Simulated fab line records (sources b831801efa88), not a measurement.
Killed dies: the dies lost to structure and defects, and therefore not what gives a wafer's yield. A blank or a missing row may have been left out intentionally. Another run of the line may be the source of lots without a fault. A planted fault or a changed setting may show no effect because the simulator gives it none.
A lot that was struck, set against a sound lot || flow sky130 || 43 out of 708 route steps
Sound: these wafers, L186.1, L186.4, L186.5. Wafers struck: L193.1, L193.2, L193.6. The cause is given at the end.
Per side, at each step with rows, come the tool, then ch with its chambers, and then its first start. Under that, the readings that differ: sound wafers || struck wafers || difference of the means || sigmas: that difference in standard deviations of wafers without a fault.
alike: words and numbers the same on both sides, and readings whose means are apart by under 2 such deviations; not compared: readings that were withheld, readings missing a value for some wafer, numbers with overlapping values and no deviation given by the record, and bounds like >300 which may hide the same value.
Wherever a step has rows on one side only, a row that says differs or no value, or a row with sigmas, the two part there. Numbers that don't overlap but have no deviation are shown without sigmas and don't part them. A reading that every wafer of one side lacks parts them only if that side has two wafers or more.

first, 5 steps without rows for these wafers: SKY_LOCAL_INTERCONNECT_COAT_06 (resist thk 450 nm); SKY_LOCAL_INTERCONNECT_SOFTBAKE_07 (time 90 s); SKY_LOCAL_INTERCONNECT_EXPOSE_08 (exposes mask LI1M, target cd 170 nm); SKY_LOCAL_INTERCONNECT_PEB_09; SKY_LOCAL_INTERCONNECT_DEVELOP_10 (develop time 60 s).
SKY_LOCAL_INTERCONNECT_CD_MEAS_11: the cd target is 170 nm.
  sound on cd-sem-02, day 30 02:47; struck on cd-sem-01, day 32 13:40
  alike: cd-nm
SKY_LOCAL_INTERCONNECT_OVL_MEAS_12:
  sound on overlay-02, day 30 02:55; struck on overlay-02, day 32 13:47
  alike: LOCAL_INTERCONNECT_OVL
SKY_LOCAL_INTERCONNECT_ETCH_13: etches BARC in N2/H2, stops on SiO2, time 45.9 s, target depth 60 nm.
  sound on rie-metal-01 ch 0,1, day 30 02:57; struck on rie-metal-04 ch 0,1, day 32 13:49
  alike: drypump-motor-current-A, oes-product-au, throttle-valve-pct
  not compared: rf-hours-counter-h
then, 4 steps without rows for these wafers: SKY_LOCAL_INTERCONNECT_METAL_ETCH_14 (etches TiN in Cl2/BCl3, stops on PSG, target depth 110 nm, time 31.4 s); SKY_LOCAL_INTERCONNECT_STRIP_15 (strips in O2/N2); SKY_LOCAL_INTERCONNECT_STRIP_16 (strips in post etch residue remover, time 1200 s); SKY_LOCAL_INTERCONNECT_CLEAN_17 (cleans in IPA, time 180 s).
SKY_LOCAL_INTERCONNECT_CLEAN_18: cleans in O3/DIW.
  sound on wet-bench-03 ch 0, day 30 03:34; struck on wet-bench-04 ch 1, day 32 14:26
then, 1 step without rows for these wafers: SKY_CONTACT_CVD_00 (deposits Si3N4, target thk 75 nm).
SKY_CONTACT_THK_MEAS_01:
  sound on film-metro-04, day 30 03:41; struck on film-metro-01, day 32 14:33
  alike: CONTACT_CVD_00_THK
then, 1 step without rows for these wafers: SKY_CONTACT_HDPCVD_02 (deposits SiO2, target thk 565 nm, time 94.2 s).
SKY_CONTACT_THK_MEAS_03:
  sound on film-metro-04, day 30 03:49; struck on film-metro-03, day 32 14:41
  alike: CONTACT_HDPCVD_THK
SKY_CONTACT_CMP_04: polishes SiO2.
  sound on cmp-01 ch 0,2,3, day 30 03:53; struck on cmp-01 ch 0,2,3, day 32 14:44
  alike: head-pressure-psi, motor-current-A, time-to-endpoint-s
SKY_CONTACT_BOW_MEAS_05:
  sound on film-metro-01, day 30 04:11; struck on film-metro-04, day 32 15:02
  alike: CONTACT_BOW
then, 8 steps without rows for these wafers: SKY_CONTACT_DEHYDRATE_06 (time 60 s); SKY_CONTACT_HMDS_07 (prime time 60 s); SKY_CONTACT_COAT_08 (resist thk 60 nm); SKY_CONTACT_COAT_09 (resist thk 450 nm); SKY_CONTACT_SOFTBAKE_10 (time 90 s); SKY_CONTACT_EXPOSE_11 (exposes mask CTM1, target cd 170 nm); SKY_CONTACT_PEB_12; SKY_CONTACT_DEVELOP_13 (develop time 60 s).
SKY_CONTACT_CD_MEAS_14: the cd target is 170 nm.
  sound on cd-sem-02, day 31 07:46; struck on cd-sem-02, day 33 17:55
{"reading": "cd-nm (nm)", "sound": "169.9 171.7 170.6", "struck": "168.5 167.6 168.1", "difference": -2.7, "sigmas": -2}
SKY_CONTACT_OVL_MEAS_15:
  sound on overlay-01, day 31 07:53; struck on overlay-02, day 33 18:02
  alike: CONTACT_OVL
SKY_CONTACT_ETCH_16: etches BARC in N2/H2, stops on SiO2, time 45.9 s, target depth 60 nm.
  sound on rie-diel-04 ch 2,3, day 31 07:55; struck on rie-diel-03 ch 0,2,3, day 33 18:04
  alike: drypump-motor-current-A, oes-product-au, throttle-valve-pct
  not compared: rf-hours-counter-h
then, 1 step without rows for these wafers: SKY_CONTACT_ETCH_17 (etches SiO2 in C4F8/O2/Ar, stops on Si3N4, target depth 340 nm).
SKY_CONTACT_ETCH_18: etches Si3N4 in CHF3/O2, stops on TiN, time 39 s, target depth 75 nm.
  sound on rie-diel-04 ch 2,3; struck on rie-diel-03 ch 0,2,3
  alike: drypump-motor-current-A, oes-product-au, throttle-valve-pct
  not compared: rf-hours-counter-h
SKY_CONTACT_STRIP_19: strips in O2/N2.
  sound on plasma-asher-01 ch 0,1, day 31 08:03; struck on plasma-asher-02 ch 0,1, day 33 18:12
  alike: drypump-motor-current-A, oes-product-au, strip-time-to-endpoint-s
  not compared: rf-hours-counter-h
then, 5 steps without rows for these wafers: SKY_CONTACT_STRIP_20 (strips in post etch residue remover, time 1200 s); SKY_CONTACT_CLEAN_21 (cleans in IPA, time 180 s); SKY_CONTACT_CLEAN_22 (cleans in O3/DIW); SKY_CONTACT_SPUTTER_23 (material TiN, target thk 20 nm, time 80 s); SKY_CONTACT_CVD_24 (deposits W, target thk 340 nm, time 102.12 s).
SKY_CONTACT_RS_MEAS_25: measures by four-point-probe.
  sound on film-metro-01, day 31 08:55; struck on film-metro-03, day 33 18:58
  alike: CONTACT_W_RS
SKY_CONTACT_THK_MEAS_26: measures by xrf.
  sound on film-metro-01, day 31 09:02; struck on film-metro-03, day 33 19:05
  alike: CONTACT_W_THK
then, 2 steps without rows for these wafers: SKY_CONTACT_CMP_27 (polishes, stops on SiO2, t overpolish 15 s, target thk 0 nm); SKY_METAL1_SPUTTER_00 (material Ti, target thk 15 nm, time 10 s).
-- the record jumps here: 14 days lie between the struck wafers' starts before and after (it left off in module METAL1 and takes up again in module PAD_OPEN, whose first step shown is number 708 of the route) --
SKY_PAD_OPEN_PROBE_99:
  sound on prober-02, day 45 14:31; struck on prober-01, day 47 08:59
{"reading": "killed-at-contacts", "sound": "22 21 26", "struck": "81 80 67", "difference": "+53", "sigmas": "+11"}
{"reading": "killed-dies", "sound": "88 88 81", "struck": "144 136 132", "difference": "+52", "sigmas": "+6"}
{"reading": "killed-on-rim", "sound": "17 15 13", "struck": "27 32 31", "difference": "+15", "sigmas": "+4"}
  alike: killed_at_M0_to_M3, killed_at_M4_up, killed-at-front-end, killed-at-other, killed-open, killed-short

## WHERE THEY PART
Earliest at SKY_CONTACT_CD_MEAS_14; latest, in this record, at SKY_PAD_OPEN_PROBE_99.

WHY: whatever the simulator had introduced
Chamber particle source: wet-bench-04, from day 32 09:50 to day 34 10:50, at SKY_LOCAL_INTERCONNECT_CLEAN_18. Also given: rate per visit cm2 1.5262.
